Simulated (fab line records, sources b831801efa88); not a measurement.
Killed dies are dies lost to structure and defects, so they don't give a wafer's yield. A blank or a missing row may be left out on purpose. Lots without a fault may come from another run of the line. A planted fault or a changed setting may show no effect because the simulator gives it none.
fab line records | flow gf180mcu
record lots=5 wafers=15 last_day=33
route steps=602 shown V1@346 M2@362 V2@382
lots that met no fault: from a run of the same line without faults
start_h: hours from the record's first day to the start of the lot's first wafer shown | wait_h: hours since the lot's step before | " the same as in the row above | L1.1+2: a row that stands for several wafers | - no value, or no start given | * or withheld: withheld | < > ~ a bound
route shown NAME@n: a module of which the file shows steps, and the number in the route of the first | usual: mean/standard deviation of fault-free wafers | same: alike in all rows | chamber/n: place in a boat | sites: the reading at each site | _std_site: their standard deviation | _edge_site: outer sites' mean less inner sites' | radius_mm: how far each site lies from the wafer's centre | mask NAME#n: copy n | behind: the tool/chamber that last shaped the wafer | hold: why the lot was held/for how many hours/how that ended | device: the transistor (n, p or np) that didn't switch | end of line: the same wafers' tests at the end of the route | a step without rows: its recipe alone | killed: dies lost to structure and defects at the first sort, not the wafer's yield | map: a wafer's dies, x killed, . not, _ none there
set.NAME: the setting as run; set.NAME@STEP: as run at that earlier step | model.NAME: the simulator's own value behind a step, which no gauge read
lots at some steps of the route; a table a step, a row a wafer
services: from which hour (start_h, from the record's first day; less than 0 if before it) a tool's chamber was out of use, for how many hours, and why
## steps
# step GF_V1_EXPOSE_11
# recipe mask_id=Via1 target_cd_nm=260 na=0.68 source_shape=conventional sigma_outer=0.6 dose_mj=38
# columns lot.wafer tool chamber start_h wait_h mask
L077.1+4+6 krf_scanner-01 0 - - Via1#0
L083.2+4+6 krf_scanner-02 0 - - Via1#0
L085.1+2+3 krf_scanner-02 0 - - Via1#0
L088.1+4+6 krf_scanner-02 0 - - Via1#0
L091.2+3+6 krf_scanner-01 0 - - Via1#0
# step GF_V1_PEB_12
# recipe peb_temp_c=135 peb_time_s=90 resist=KrF
# columns lot.wafer tool chamber start_h wait_h
L077.1+4+6 litho_track-04 0 - -
L083.2+4+6 litho_track-03 0 - -
L085.1+2+3 litho_track-03 0 - -
L088.1+4+6 litho_track-03 0 - -
L091.2+3+6 litho_track-01 0 - -
# step GF_V1_DEVELOP_13
# recipe develop_time_s=60 resist=KrF dev_temp_c=21
# columns lot.wafer tool chamber start_h wait_h
L077.1+4+6 litho_track-04 0 437.64 0.2
L083.2+4+6 litho_track-03 0 498.97 0.2
L085.1+2+3 litho_track-03 0 512.59 0.2
L088.1+4+6 litho_track-03 0 533.94 0.2
L091.2+3+6 litho_track-01 0 558.71 0.2
# step GF_V1_CD_MEAS_14
# recipe target_cd_nm=260
# usual cd_nm=260.2/1.3
# columns lot.wafer tool chamber start_h wait_h cd_nm
L077.1 cd_sem-02 - 437.79 0.1 261.9
L077.4 " - " " 260.8
L077.6 " - " " 260.6
L083.2 cd_sem-02 - 499.11 0.1 261.0
L083.4 " - " " 261.1
L083.6 " - " " 262.3
L085.1 cd_sem-02 - 512.74 0.1 259.0
L085.2 " - " " 259.2
L085.3 " - " " 258.8
L088.1 cd_sem-02 - 534.09 0.1 259.0
L088.4 " - " " 258.3
L088.6 " - " " 259.5
L091.2 cd_sem-01 - 558.85 0.1 261.0
L091.3 " - " " 260.7
L091.6 " - " " 261.9
# step GF_V1_OVL_MEAS_15
# usual V1_OVL=0/5
# columns lot.wafer tool chamber start_h wait_h V1_OVL[nm]
L077.1 overlay-01 - 437.91 0.1 -10
L077.4 " - " " -5
L077.6 " - " " -7
L083.2 overlay-02 - 499.22 0.1 3
L083.4 " - " " 1
L083.6 " - " " 3
L085.1 overlay-02 - 512.86 0.1 7
L085.2 " - " " 5
L085.3 " - " " 4
L088.1 overlay-01 - 534.21 0.1 4
L088.4 " - " " 3
L088.6 " - " " -2
L091.2 overlay-01 - 558.96 0.1 2
L091.3 " - " " 10
L091.6 " - " " 4
# step GF_V1_ETCH_16
# recipe chemistry=N2/H2 target_depth_a=withheld overetch_a=withheld time_s=withheld target=BARC ion_energy_ev=200 source_w=500 bias_w=100 pressure_mtorr=30 n2_flow_sccm=100 h2_flow_sccm=200
# usual drypump_motor_current_A=5.6/0.35 oes_product_au=0.855/0.0048 rf_fwd_power_W=495.2/2.1 throttle_valve_pct=13.225/0.0084
# columns lot.wafer tool chamber start_h wait_h drypump_motor_current_A oes_product_au rf_fwd_power_W throttle_valve_pct
L077.1 rie_diel-01 1 437.95 0.0 5.9 0.861 493.7 13.234
L077.4 " 3 " " 5.8 0.856 497.9 13.225
L077.6 " 1 " " 5.9 0.845 495.1 13.227
L083.2 rie_diel-02 2 499.25 0.0 6.1 0.853 494.2 13.219
L083.4 " 2 " " 6.1 0.855 494.6 13.194
L083.6 " 0 " " 5.6 0.852 491.3 13.225
L085.1 rie_diel-01 1 512.90 0.0 5.9 0.858 498.8 13.220
L085.2 " 2 " " 5.9 0.854 495.0 13.223
L085.3 " 0 " " 5.5 0.855 493.6 13.221
L088.1 rie_diel-02 0 534.25 0.0 5.6 0.861 494.5 13.220
L088.4 " 3 " " 5.3 0.850 498.7 13.225
L088.6 " 3 " " 5.3 0.853 497.8 13.225
L091.2 rie_diel-01 2 558.99 0.0 5.9 0.853 497.1 13.221
L091.3 " 1 " " 5.9 0.858 498.2 13.223
L091.6 " 0 " " 5.5 0.860 494.6 13.222
# step GF_V1_ETCH_17
# recipe chemistry=C4F8/O2/Ar mask_material=KrF target=SiO2 stop_on=TiN source_w=1500 bias_w=1200 pressure_mtorr=40 c4f8_flow_sccm=withheld O2_flow_sccm=6 Ar_flow_sccm=300 time_s=withheld target_depth_a=6300
# usual oes_product_au=0.856/0.0049 rf_fwd_power_W=1493/5.1
# columns lot.wafer tool chamber start_h wait_h oes_product_au rf_fwd_power_W
L077.1 rie_diel-01 1 - - 0.864 1493
L077.4 " 3 " " 0.848 1497
L077.6 " 1 " " 0.863 1496
L083.2 rie_diel-02 2 - - 0.864 1488
L083.4 " 2 " " 0.866 1497
L083.6 " 0 " " 0.854 1485
L085.1 rie_diel-01 1 - - 0.859 1494
L085.2 " 2 " " 0.856 1493
L085.3 " 0 " " 0.855 1498
L088.1 rie_diel-02 0 - - 0.856 1483
L088.4 " 3 " " 0.849 1497
L088.6 " 3 " " 0.860 1495
L091.2 rie_diel-01 2 - - 0.852 1495
L091.3 " 1 " " 0.859 1499
L091.6 " 0 " " 0.863 1493
# step GF_V1_STRIP_18
# recipe chemistry=O2/N2 power_w=1400 pressure_mtorr=1500 platen_temp_c=250 o2_flow_sccm=3000 n2_flow_sccm=300 overash_fraction=0.5
# usual drypump_motor_current_A=5.5/0.39 heater_power_w=318/39 o2_flow_sccm=3000/9.1 oes_product_au=0.593/0.005
# columns lot.wafer tool chamber start_h wait_h drypump_motor_current_A heater_power_w o2_flow_sccm oes_product_au rf_hours_counter_h
L077.1 plasma_asher-02 1 438.08 - 6.0 262 3010 0.599 1
L077.4 " 0 " " 5.4 381 3009 0.586 -
L077.6 " 1 " " 5.9 276 2987 0.597 -
L083.2 plasma_asher-01 0 499.44 - 5.5 280 3008 0.591 39
L083.4 " 1 " " 5.0 348 2993 0.590 -
L083.6 " 1 " " 5.0 353 3006 0.590 -
L085.1 plasma_asher-02 0 513.02 - 5.4 384 2994 0.604 8
L085.2 " 1 " " 5.9 273 2992 0.595 8
L085.3 " 0 " " 5.3 383 3009 0.606 -
L088.1 plasma_asher-01 1 534.37 - 5.0 345 2991 0.596 43
L088.4 " 1 " " 5.0 343 2984 0.589 -
L088.6 " 0 " " 5.5 283 3000 0.588 -
L091.2 plasma_asher-01 0 559.12 - 5.5 278 3012 0.593 43
L091.3 " 1 " " 5.0 346 2985 0.594 -
L091.6 " 0 " " 5.5 289 2999 0.592 -
# step GF_V1_STRIP_19
# recipe chemistry=post_etch_residue_remover time_s=1200 temp_c=72.5
# usual temp_c=72.50/0.12
# columns lot.wafer tool chamber start_h wait_h temp_c
L077.1 wet_bench-02 3 438.18 0.1 72.44
L077.4 " 3 " " 72.70
L077.6 " 3 " " 72.43
L083.2 wet_bench-03 2 499.54 0.1 72.43
L083.4 " 2 " " 72.51
L083.6 " 2 " " 72.43
L085.1 wet_bench-02 0 513.12 0.1 72.54
L085.2 " 0 " " 72.62
L085.3 " 0 " " 72.43
L088.1 wet_bench-04 3 534.47 0.1 72.59
L088.4 " 3 " " 72.55
L088.6 " 3 " " 72.57
L091.2 wet_bench-04 1 559.22 0.1 72.43
L091.3 " 1 " " 72.57
L091.6 " 1 " " 72.38
# step GF_V1_CLEAN_20
# recipe chemistry=DIW dry=n2_spin
# columns lot.wafer tool chamber start_h wait_h
L077.1+4+6 wet_bench-04 2 438.52 0.0
L083.2+4+6 wet_bench-02 3 499.88 0.0
L085.1+2+3 wet_bench-03 1 513.47 0.0
L088.1+4+6 wet_bench-03 0 534.82 0.0
L091.2+3+6 wet_bench-02 0 559.59 0.0
# step GF_V1_SPUTTER_21
# recipe material=Ti target_thk_nm=15 chamber_pressure_pa=5 power_w=2500 substrate_temp_c=200 time_s=80.02
# usual throttle_valve_pct=30.1/0.63
# columns lot.wafer tool chamber start_h wait_h throttle_valve_pct
L077.1 pvd_sputter-02 - 438.62 0.0 30.5
L077.4 " - " " 30.7
L077.6 " - " " 30.8
L083.2 pvd_sputter-02 - 499.98 0.0 30.4
L083.4 " - " " 30.4
L083.6 " - " " 30.7
L085.1 pvd_sputter-04 - 513.56 0.0 30.2
L085.2 " - " " 30.3
L085.3 " - " " 30.2
L088.1 pvd_sputter-04 - 534.91 0.0 28.6
L088.4 " - " " 30.3
L088.6 " - " " 30.4
L091.2 pvd_sputter-01 - 559.68 0.0 29.9
L091.3 " - " " 29.9
L091.6 " - " " 30.4
# step GF_V1_SPUTTER_22
# recipe material=TiN target_thk_nm=10 chamber_pressure_pa=5 power_w=4000 time_s=40
# usual throttle_valve_pct=30.1/0.63
# columns lot.wafer tool chamber start_h wait_h throttle_valve_pct
L077.1 pvd_sputter-02 - 438.68 0.0 30.6
L077.4 " - " " 31.0
L077.6 " - " " 30.4
L083.2 pvd_sputter-02 - 500.04 0.0 30.3
L083.4 " - " " 30.6
L083.6 " - " " 31.0
L085.1 pvd_sputter-04 - 513.62 0.0 30.3
L085.2 " - " " 30.4
L085.3 " - " " 30.4
L088.1 pvd_sputter-04 - 534.97 0.0 28.7
L088.4 " - " " 30.3
L088.6 " - " " 30.4
L091.2 pvd_sputter-01 - 559.74 0.0 30.2
L091.3 " - " " 29.9
L091.6 " - " " 30.4
# step GF_V1_CVD_23
# recipe material=W target_thk_nm=350 time_s=105.05 temp_c=400 pressure_torr=40
# usual chamber_pressure_Torr=40.00/0.086 heater_power_w=881/65
# columns lot.wafer tool chamber start_h wait_h chamber_pressure_Torr heater_power_w
L077.1 cvd_w-02 1 438.72 0.0 40.08 866
L077.4 " 1 " " 40.05 843
L077.6 " 1 " " 40.00 838
L083.2 cvd_w-01 0 500.08 0.0 39.95 846
L083.4 " 1 " " 40.06 826
L083.6 " 0 " " 40.22 831
L085.1 cvd_w-01 0 513.66 0.0 40.15 844
L085.2 " 1 " " 39.88 813
L085.3 " 1 " " 39.92 836
L088.1 cvd_w-02 0 535.01 0.0 40.10 951
L088.4 " 0 " " 39.95 993
L088.6 " 0 " " 39.98 969
L091.2 cvd_w-02 0 559.78 0.0 40.02 1002
L091.3 " 0 " " 40.00 1011
L091.6 " 1 " " 39.95 856
# step GF_V1_RS_MEAS_24
# recipe thk_meas_gauge=four-point-probe reads=W_of_V1_CVD_23+TiN_of_V1_SPUTTER_22+Ti_of_V1_SPUTTER_21
# usual V1_W_RS=0.3269/0.003
# columns lot.wafer tool chamber start_h wait_h V1_W_RS[ohm/sq]
L077.1 film_metro-02 - 438.83 0.1 0.3298
L077.4 " - " " 0.3282
L077.6 " - " " 0.3295
L083.2 film_metro-02 - 500.21 0.1 0.3276
L083.4 " - " " 0.3267
L083.6 " - " " 0.3294
L085.1 film_metro-02 - 513.77 0.1 0.3266
L085.2 " - " " 0.3222
L085.3 " - " " 0.3226
L088.1 film_metro-04 - 535.12 0.1 0.3298
L088.4 " - " " 0.3259
L088.6 " - " " 0.3267
L091.2 film_metro-03 - 559.91 0.1 0.3244
L091.3 " - " " 0.3231
L091.6 " - " " 0.3204
# step GF_V1_THK_MEAS_25
# recipe thk_meas_gauge=xrf reads=W_of_V1_CVD_23
# usual V1_W_THK=361/4.7
# columns lot.wafer tool chamber start_h wait_h V1_W_THK[nm]
L077.1 film_metro-02 - 438.95 0.1 359
L077.4 " - " " 361
L077.6 " - " " 360
L083.2 film_metro-02 - 500.32 0.1 363
L083.4 " - " " 366
L083.6 " - " " 362
L085.1 film_metro-02 - 513.89 0.1 366
L085.2 " - " " 372
L085.3 " - " " 370
L088.1 film_metro-04 - 535.24 0.1 354
L088.4 " - " " 359
L088.6 " - " " 357
L091.2 film_metro-03 - 560.02 0.1 361
L091.3 " - " " 366
L091.6 " - " " 366
# step GF_V1_CMP_26
# recipe stop_on=SiO2 down_force_psi=3.5 platen_rpm=60 t_overpolish_s=15 target_thk_nm=0 pad_velocity_m_s=0.94248
# usual motor_current_A=10.9/1.2 overpolish_run_s=14.999/0.0098 time_to_endpoint_s=83.7/2.7
# columns lot.wafer tool chamber start_h wait_h motor_current_A overpolish_run_s time_to_endpoint_s
L077.4 cmp-02 1 439.06 0.1 10.5 15.005 83.2
L077.1 " 2 " " 12.2 15.010 81.8
L077.6 " 0 " " 9.4 15.004 84.4
L083.2 cmp-02 0 500.42 0.1 9.5 14.981 82.9
L083.4 " 1 " " 11.2 14.992 84.7
L083.6 " 0 " " 9.7 14.983 83.2
L085.2 cmp-01 1 513.95 0.0 10.0 15.007 85.2
L085.1 " 3 " " 10.0 15.002 87.2
L085.3 " 0 " " 10.2 14.985 84.5
L088.1 cmp-01 2 535.40 0.1 10.8 15.008 83.0
L088.4 " 3 " " 10.3 15.002 83.2
L088.6 " 0 " " 10.3 14.980 80.1
L091.2 cmp-01 3 560.12 0.1 10.0 14.993 87.8
L091.3 " 0 " " 10.2 15.007 87.0
L091.6 " 2 " " 11.7 15.015 85.4
# step GF_M2_SPUTTER_00
# recipe material=Ti target_thk_nm=37.5 arriving_ion_energy_ev=80 substrate_temp_c=200 chamber_pressure_pa=2 power_w=4000 time_s=150
# usual throttle_valve_pct=30.3/0.69
# columns lot.wafer tool chamber start_h wait_h throttle_valve_pct
L077.1 pvd_sputter-03 - 439.31 0.1 31.1
L077.4 " - " " 30.8
L077.6 " - " " 31.1
L083.2 pvd_sputter-01 - 500.67 0.2 29.9
L083.4 " - " " 29.0
L083.6 " - " " 30.0
L085.1 pvd_sputter-02 - 514.25 0.1 29.9
L085.2 " - " " 30.9
L085.3 " - " " 30.4
L088.1 pvd_sputter-02 - 535.60 0.1 30.6
L088.4 " - " " 30.4
L088.6 " - " " 30.4
L091.2 pvd_sputter-02 - 560.37 0.2 30.9
L091.3 " - " " 30.6
L091.6 " - " " 30.7
# step GF_M2_SPUTTER_01
# recipe material=TiN target_thk_nm=30 power_w=6500 time_s=25 chamber_pressure_pa=0.4
# usual throttle_valve_pct=30.3/0.68
# columns lot.wafer tool chamber start_h wait_h throttle_valve_pct
L077.1 pvd_sputter-03 - 439.41 0.1 31.2
L077.4 " - " " 30.6
L077.6 " - " " 31.0
L083.2 pvd_sputter-01 - 500.77 0.1 30.4
L083.4 " - " " 28.8
L083.6 " - " " 30.0
L085.1 pvd_sputter-02 - 514.35 0.1 29.8
L085.2 " - " " 30.8
L085.3 " - " " 30.3
L088.1 pvd_sputter-02 - 535.70 0.1 30.6
L088.4 " - " " 30.4
L088.6 " - " " 30.6
L091.2 pvd_sputter-02 - 560.47 0.1 30.8
L091.3 " - " " 30.2
L091.6 " - " " 30.9
# step GF_M2_SPUTTER_02
# recipe material=AlCu target_thk_nm=450 power_w=10600 time_s=23.9 chamber_pressure_pa=0.4
# usual throttle_valve_pct=30.3/0.68
# columns lot.wafer tool chamber start_h wait_h throttle_valve_pct
L077.1 pvd_sputter-03 - 439.44 0.0 31.7
L077.4 " - " " 30.5
L077.6 " - " " 31.1
L083.2 pvd_sputter-01 - 500.80 0.0 30.1
L083.4 " - " " 29.2
L083.6 " - " " 29.7
L085.1 pvd_sputter-02 - 514.38 0.0 30.1
L085.2 " - " " 30.8
L085.3 " - " " 30.7
L088.1 pvd_sputter-02 - 535.73 0.0 30.9
L088.4 " - " " 30.7
L088.6 " - " " 30.6
L091.2 pvd_sputter-02 - 560.50 0.0 30.8
L091.3 " - " " 30.8
L091.6 " - " " 31.0
# step GF_M2_SPUTTER_03
# recipe material=Ti target_thk_nm=10 substrate_temp_c=300 chamber_pressure_pa=0.3 power_w=3000 time_s=6.7
# usual throttle_valve_pct=30.3/0.69
# columns lot.wafer tool chamber start_h wait_h throttle_valve_pct
L077.1 pvd_sputter-03 - 439.47 0.0 31.4
L077.4 " - " " 30.7
L077.6 " - " " 31.0
L083.2 pvd_sputter-01 - 500.83 0.0 30.2
L083.4 " - " " 29.4
L083.6 " - " " 29.7
L085.1 pvd_sputter-02 - 514.41 0.0 30.2
L085.2 " - " " 31.1
L085.3 " - " " 30.8
L088.1 pvd_sputter-02 - 535.76 0.0 30.4
L088.4 " - " " 30.5
L088.6 " - " " 30.4
L091.2 pvd_sputter-02 - 560.53 0.0 30.8
L091.3 " - " " 30.5
L091.6 " - " " 30.9
# step GF_M2_SPUTTER_04
# recipe material=TiN target_thk_nm=50 power_w=6500 time_s=41.7 chamber_pressure_pa=0.4
# usual throttle_valve_pct=30.3/0.68
# columns lot.wafer tool chamber start_h wait_h throttle_valve_pct
L077.1 pvd_sputter-03 - 439.49 0.0 31.6
L077.4 " - " " 30.7
L077.6 " - " " 30.8
L083.2 pvd_sputter-01 - 500.85 0.0 30.2
L083.4 " - " " 29.3
L083.6 " - " " 29.5
L085.1 pvd_sputter-02 - 514.43 0.0 30.1
L085.2 " - " " 30.8
L085.3 " - " " 30.4
L088.1 pvd_sputter-02 - 535.78 0.0 30.5
L088.4 " - " " 30.6
L088.6 " - " " 30.5
L091.2 pvd_sputter-02 - 560.55 0.0 31.0
L091.3 " - " " 30.6
L091.6 " - " " 30.5
# step GF_M2_RS_MEAS_05
# recipe thk_meas_gauge=four-point-probe reads=TiN_of_M2_SPUTTER_04+Ti_of_M2_SPUTTER_03+AlCu_of_M2_SPUTTER_02+TiN_of_M2_SPUTTER_01+Ti_of_M2_SPUTTER_00
# usual M2_ALCU_RS=0.0693/0.00074
# columns lot.wafer tool chamber start_h wait_h M2_ALCU_RS[ohm/sq]
L077.1 film_metro-04 - 439.53 0.0 0.0692
L077.4 " - " " 0.0690
L077.6 " - " " 0.0695
L083.2 film_metro-01 - 500.91 0.0 0.0679
L083.4 " - " " 0.0684
L083.6 " - " " 0.0678
L085.1 film_metro-04 - 514.47 0.0 0.0704
L085.2 " - " " 0.0699
L085.3 " - " " 0.0700
L088.1 film_metro-04 - 535.82 0.0 0.0687
L088.4 " - " " 0.0690
L088.6 " - " " 0.0692
L091.2 film_metro-01 - 560.61 0.0 0.0708
L091.3 " - " " 0.0702
L091.6 " - " " 0.0705
# step GF_M2_THK_MEAS_06
# recipe thk_meas_gauge=xrf reads=AlCu_of_M2_SPUTTER_02
# usual M2_ALCU_THK=441/4.8
# columns lot.wafer tool chamber start_h wait_h M2_ALCU_THK[nm]
L077.1 film_metro-04 - 439.65 0.1 446
L077.4 " - " " 443
L077.6 " - " " 441
L083.2 film_metro-01 - 501.02 0.1 450
L083.4 " - " " 446
L083.6 " - " " 451
L085.1 film_metro-04 - 514.59 0.1 434
L085.2 " - " " 435
L085.3 " - " " 435
L088.1 film_metro-04 - 535.94 0.1 443
L088.4 " - " " 442
L088.6 " - " " 439
L091.2 film_metro-01 - 560.72 0.1 432
L091.3 " - " " 437
L091.6 " - " " 434
# step GF_M2_DEHYDRATE_07
# recipe temp_c=200 time_s=60
# columns lot.wafer tool chamber start_h wait_h
L077.1+4+6 litho_track-02 0 450.89 11.2
L083.2+4+6 litho_track-02 0 512.01 11.0
L085.1+2+3 litho_track-01 0 525.43 10.8
L088.1+4+6 litho_track-01 0 546.73 10.8
L091.2+3+6 litho_track-04 0 571.36 10.6
# step GF_M2_HMDS_08
# recipe prime_time_s=60 prime_temp_c=120
# columns lot.wafer tool chamber start_h wait_h
L077.1+4+6 litho_track-02 0 451.04 0.1
L083.2+4+6 litho_track-02 0 512.16 0.1
L085.1+2+3 litho_track-01 0 525.58 0.1
L088.1+4+6 litho_track-01 0 546.88 0.1
L091.2+3+6 litho_track-04 0 571.51 0.1
# step GF_M2_COAT_09
# recipe resist=KrF spin_rpm=withheld resist_thk_nm=1000
# columns lot.wafer tool chamber start_h wait_h
L077.1+4+6 litho_track-02 0 451.19 0.1
L083.2+4+6 litho_track-02 0 512.31 0.1
L085.1+2+3 litho_track-01 0 525.73 0.1
L088.1+4+6 litho_track-01 0 547.03 0.1
L091.2+3+6 litho_track-04 0 571.66 0.1
# step GF_M2_SOFTBAKE_10
# recipe temp_c=130 time_s=60 resist=KrF
# columns lot.wafer tool chamber start_h wait_h
L077.1+4+6 litho_track-02 0 451.34 0.1
L083.2+4+6 litho_track-02 0 512.46 0.1
L085.1+2+3 litho_track-01 0 525.88 0.1
L088.1+4+6 litho_track-01 0 547.18 0.1
L091.2+3+6 litho_track-04 0 571.81 0.1
# step GF_M2_EXPOSE_11
# recipe mask_id=Metal2 target_cd_nm=280 na=0.68 source_shape=conventional sigma_outer=0.6 dose_mj=28
# columns lot.wafer tool chamber start_h wait_h mask
L077.1+4+6 krf_scanner-01 0 - - Metal2#0
L083.2+4+6 krf_scanner-01 0 - - Metal2#0
L085.1+2+3 krf_scanner-01 0 - - Metal2#0
L088.1+4+6 krf_scanner-01 0 - - Metal2#0
L091.2+3+6 krf_scanner-01 0 - - Metal2#0
# step GF_M2_PEB_12
# recipe peb_temp_c=135 peb_time_s=90 resist=KrF
# columns lot.wafer tool chamber start_h wait_h
L077.1+4+6 litho_track-04 0 - -
L083.2+4+6 litho_track-01 0 - -
L085.1+2+3 litho_track-02 0 - -
L088.1+4+6 litho_track-04 0 - -
L091.2+3+6 litho_track-01 0 - -
# step GF_M2_DEVELOP_13
# recipe develop_time_s=60 dev_temp_c=21
# columns lot.wafer tool chamber start_h wait_h
L077.1+4+6 litho_track-04 0 463.04 0.2
L083.2+4+6 litho_track-01 0 523.46 0.2
L085.1+2+3 litho_track-02 0 537.38 0.2
L088.1+4+6 litho_track-04 0 557.84 0.2
L091.2+3+6 litho_track-01 0 581.95 0.2
# step GF_M2_CD_MEAS_14
# recipe target_cd_nm=280
# usual cd_nm=279.9/1.3
# columns lot.wafer tool chamber start_h wait_h cd_nm
L077.1 cd_sem-01 - 463.19 0.1 280.5
L077.4 " - " " 280.6
L077.6 " - " " 280.9
L083.2 cd_sem-01 - 523.60 0.1 279.1
L083.4 " - " " 278.3
L083.6 " - " " 277.0
L085.1 cd_sem-01 - 537.53 0.1 281.1
L085.2 " - " " 280.7
L085.3 " - " " 280.2
L088.1 cd_sem-02 - 557.99 0.1 279.2
L088.4 " - " " 279.2
L088.6 " - " " 278.5
L091.2 cd_sem-02 - 582.10 0.1 281.7
L091.3 " - " " 282.4
L091.6 " - " " 280.3
# step GF_M2_OVL_MEAS_15
# usual M2_OVL=0/5.2
# columns lot.wafer tool chamber start_h wait_h M2_OVL[nm]
L077.1 overlay-02 - 463.31 0.1 2
L077.4 " - " " -1
L077.6 " - " " 2
L083.2 overlay-02 - 523.71 0.1 1
L083.4 " - " " 3
L083.6 " - " " 6
L085.1 overlay-02 - 537.65 0.1 0
L085.2 " - " " 2
L085.3 " - " " 1
L088.1 overlay-01 - 558.11 0.1 9
L088.4 " - " " 12
L088.6 " - " " 1
L091.2 overlay-01 - 582.21 0.1 1
L091.3 " - " " 2
L091.6 " - " " 1
# step GF_M2_METAL_ETCH_16
# recipe chemistry=Cl2/BCl3 mask_material=KrF target_depth_nm=627.5 stop_on=SiO2 pressure_mtorr=8 icp_w=800 bias_w=140 Cl2_flow_sccm=80 bcl3_flow_sccm=40 time_s=104.6
# usual drypump_motor_current_A=5.99/0.27 oes_product_au=0.973/0.0065 rf_fwd_power_W=795/3.1 throttle_valve_pct=28.250/0.011
# columns lot.wafer tool chamber start_h wait_h drypump_motor_current_A oes_product_au rf_fwd_power_W rf_hours_counter_h throttle_valve_pct
L077.1 rie_metal-01 1 463.35 0.0 5.64 0.975 795 8 28.266
L077.4 " 0 " " 6.33 0.970 792 - 28.240
L077.6 " 0 " " 6.34 0.978 793 - 28.249
L083.2 rie_metal-02 0 523.74 0.0 6.16 0.977 795 11 28.243
L083.4 " 0 " " 6.16 0.984 797 - 28.252
L083.6 " 0 " " 6.16 0.979 794 - 28.225
L085.1 rie_metal-02 0 537.69 0.0 6.14 0.965 793 12 28.249
L085.2 " 0 " " 6.15 0.971 792 - 28.239
L085.3 " 0 " " 6.14 0.968 796 - 28.242
L088.1 rie_metal-01 1 558.15 0.0 5.62 0.977 799 10 28.238
L088.4 " 0 " " 6.31 0.977 798 - 28.264
L088.6 " 0 " " 6.31 0.969 796 - 28.246
L091.2 rie_metal-02 0 582.24 0.0 6.14 0.958 792 0 28.256
L091.3 " 0 " " 6.14 0.963 797 - 28.268
L091.6 " 1 " " 5.98 0.965 795 - 28.272
# step GF_M2_STRIP_17
# recipe chemistry=O2/N2 power_w=1400 pressure_mtorr=1500 platen_temp_c=250 o2_flow_sccm=3000 n2_flow_sccm=300 overash_fraction=0.5
# usual drypump_motor_current_A=6.0/0.52 heater_power_w=310/42 o2_flow_sccm=2999/9.8 oes_product_au=0.558/0.0043 strip_time_to_endpoint_s=7.88/0.039
# columns lot.wafer tool chamber start_h wait_h drypump_motor_current_A heater_power_w o2_flow_sccm oes_product_au rf_hours_counter_h strip_time_to_endpoint_s
L077.1 plasma_asher-04 0 463.46 0.1 6.3 290 2988 0.558 66 7.92
L077.4 " 0 " " 6.3 302 2984 0.556 - 7.91
L077.6 " 1 " " 5.3 322 2997 0.561 - 7.93
L083.2 plasma_asher-04 0 523.85 0.1 6.3 292 2987 0.558 72 7.84
L083.4 " 0 " " 6.3 302 3000 0.555 - 7.84
L083.6 " 0 " " 6.3 294 2992 0.560 - 7.86
L085.1 plasma_asher-03 1 537.91 0.2 6.5 358 2987 0.557 91 7.85
L085.2 " 0 " " 6.3 247 2997 0.566 91 7.91
L085.3 " 0 " " 6.3 248 2981 0.556 - 7.92
L088.1 plasma_asher-03 0 558.26 0.1 6.2 253 2988 0.560 95 7.88
L088.4 " 0 " " 6.3 248 2996 0.566 - 7.96
L088.6 " 1 " " 6.5 366 2999 0.562 - 7.91
L091.2 plasma_asher-03 1 582.35 0.1 6.5 360 2997 0.552 97 7.92
L091.3 " 0 " " 6.2 254 2986 0.559 - 7.93
L091.6 " 1 " " 6.5 355 3002 0.555 - 7.90
# step GF_M2_STRIP_18
# recipe chemistry=post_etch_residue_remover time_s=1200 temp_c=72.5
# usual temp_c=72.49/0.12
# columns lot.wafer tool chamber start_h wait_h temp_c
L077.1 wet_bench-04 1 463.56 0.1 72.33
L077.4 " 1 " " 72.49
L077.6 " 1 " " 72.49
L083.2 wet_bench-01 2 523.95 0.1 72.44
L083.4 " 2 " " 72.51
L083.6 " 2 " " 72.59
L085.1 wet_bench-01 2 538.01 0.1 72.62
L085.2 " 2 " " 72.44
L085.3 " 2 " " 72.53
L088.1 wet_bench-01 2 558.36 0.1 72.69
L088.4 " 2 " " 72.68
L088.6 " 2 " " 72.61
L091.2 wet_bench-04 1 582.45 0.1 72.60
L091.3 " 1 " " 72.48
L091.6 " 1 " " 72.43
# step GF_M2_CLEAN_19
# recipe chemistry=DIW dry=n2_spin
# columns lot.wafer tool chamber start_h wait_h
L077.1+4+6 wet_bench-04 3 463.90 0.0
L083.2+4+6 wet_bench-04 1 524.29 0.0
L085.1+2+3 wet_bench-03 1 538.39 0.0
L088.1+4+6 wet_bench-04 1 558.70 0.0
L091.2+3+6 wet_bench-03 0 582.79 0.0
# step GF_V2_CVD_00
# recipe material=SiO2 target_thk_nm=600 sigma_open_frac=0.3 temp_c=400 time_s=100 sih4_flow_sccm=60 pressure_mtorr=6
# columns lot.wafer tool chamber start_h wait_h
L077.1+4+6 hdpcvd-01 0,0,2 463.99 0.0
L083.2+4+6 hdpcvd-01 2,2,1 524.38 0.0
L085.1+2+3 hdpcvd-01 1,0,2 538.49 0.0
L088.1+4+6 hdpcvd-02 0,1,0 558.80 0.0
L091.2+3+6 hdpcvd-01 1,2,1 582.89 0.0
# step GF_V2_THK_MEAS_01
# recipe reads=SiO2_of_V2_CVD_00
# usual V2_CVD_00_THK=598/6
# columns lot.wafer tool chamber start_h wait_h V2_CVD_00_THK[nm]
L077.1 film_metro-01 - 464.06 0.0 593
L077.4 " - " " 592
L077.6 " - " " 589
L083.2 film_metro-02 - 524.46 0.0 605
L083.4 " - " " 596
L083.6 " - " " 607
L085.1 film_metro-03 - 538.56 0.0 602
L085.2 " - " " 598
L085.3 " - " " 595
L088.1 film_metro-02 - 558.87 0.0 592
L088.4 " - " " 589
L088.6 " - " " 592
L091.2 film_metro-03 - 582.97 0.0 603
L091.3 " - " " 601
L091.6 " - " " 597
## services
# columns tool chamber start_h hours kind
cmp-01 - 408.54 4.0 pm
rie_diel-02 1 409.36 2.6 repair
cvd_w-02 - 412.91 0.8 repair
rie_diel-02 1 418.51 8.4 repair
cmp-01 - 432.85 0.3 repair
krf_scanner-01 - 447.05 1.3 pm
krf_scanner-01 - 454.31 5.3 repair
rie_diel-01 2 454.36 7.0 repair
wet_bench-04 - 495.25 5.4 repair
rie_diel-02 3 496.07 3.3 repair
rie_diel-02 1 496.17 4.0 repair
rie_diel-01 - 496.68 2.8 pm
krf_scanner-01 - 499.77 0.8 pm
hdpcvd-01 1 516.05 4.8 repair
rie_diel-01 0 523.97 30.5 repair
wet_bench-03 - 526.46 1.9 repair
rie_diel-02 - 529.23 2.8 pm
wet_bench-04 - 534.99 3.3 repair
rie_diel-02 2 535.74 2.2 repair
wet_bench-04 - 538.24 1.9 pm
wet_bench-04 - 550.73 1.0 repair
rie_diel-02 3 566.31 2.5 repair
krf_scanner-01 - 570.27 1.0 pm
rie_diel-01 - 577.20 14.6 pm
## key
fault none
